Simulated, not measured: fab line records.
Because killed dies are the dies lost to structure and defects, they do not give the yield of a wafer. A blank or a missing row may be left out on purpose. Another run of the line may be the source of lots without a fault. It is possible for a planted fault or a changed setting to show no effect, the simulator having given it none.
Chamber matching	flow sfq-line	SFQ_TRILAYER_I3_DEP_PECVD_081 on pecvd-02: 3 sister chambers
The step deposits SiO2 from SiH4/N2O, time 111.11 s, target thk 500 nm. 16 wafers are shown with their chamber, then 8 later ones without.

EACH WAFER AND ITS CHAMBER
wafer	chamber	throttle-valve-pct (%)	heater-power-w (W)
L692.3	2	24.3	59
L692.5	0	23.5	73
L692.6	1	26.1	85
L694.2	2	24.1	55
L694.3	1	25.9	86
L694.5	0	23.9	67
L695.3	2	24.4	56
L695.5	0	23.6	74
L695.6	1	26.0	67
L696.2	2	24.2	56
L696.3	1	26.6	80
L696.5	2	24.2	58
L698.2	2	24.3	49
L698.3	0	24.0	77
L698.4	2	24.1	51
L711.1	2	24.5	59

SIGNATURES (means of the wafers above)
reading	chamber 0	chamber 1	chamber 2	scatter within a chamber
throttle-valve-pct	23.750	26.150	24.262	0.215
heater-power-w	72.75	79.50	55.38	5.38
Rule: a wafer lies at a distance from a chamber equal to the root of the sum of squares, over the readings, of (its reading less the chamber's mean, divided by the reading's scatter). If the next closest chamber is less than 2 further off than the closest, the wafer can't be placed; otherwise it belongs to the closest. The scatter: the root of (the sum of the squares of (reading less its chamber's mean) over the shown wafers, divided by (wafers less chambers)).

WAFERS WHOSE CHAMBER IS MISSING
wafer	throttle-valve-pct (%)	heater-power-w (W)
L711.2	24.1	77
L711.3	27.5	84
L713.1	27.6	83
L713.5	24.4	82
L713.6	28.0	83
L714.1	27.8	82
L714.4	24.2	58
L714.5	27.8	87

EACH ONE'S CHAMBER
wafer	from the rows above	in truth
L711.2	0	0
L711.3	1	1
L713.1	1	1
L713.5	can't be placed: 0 or 2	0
L713.6	1	1
L714.1	1	1
L714.4	2	2
L714.5	1	1
7 of 8 placed correctly. Not placeable from these rows: 1 (in 1, the candidates include the true chamber). Number placed wrongly: 0.
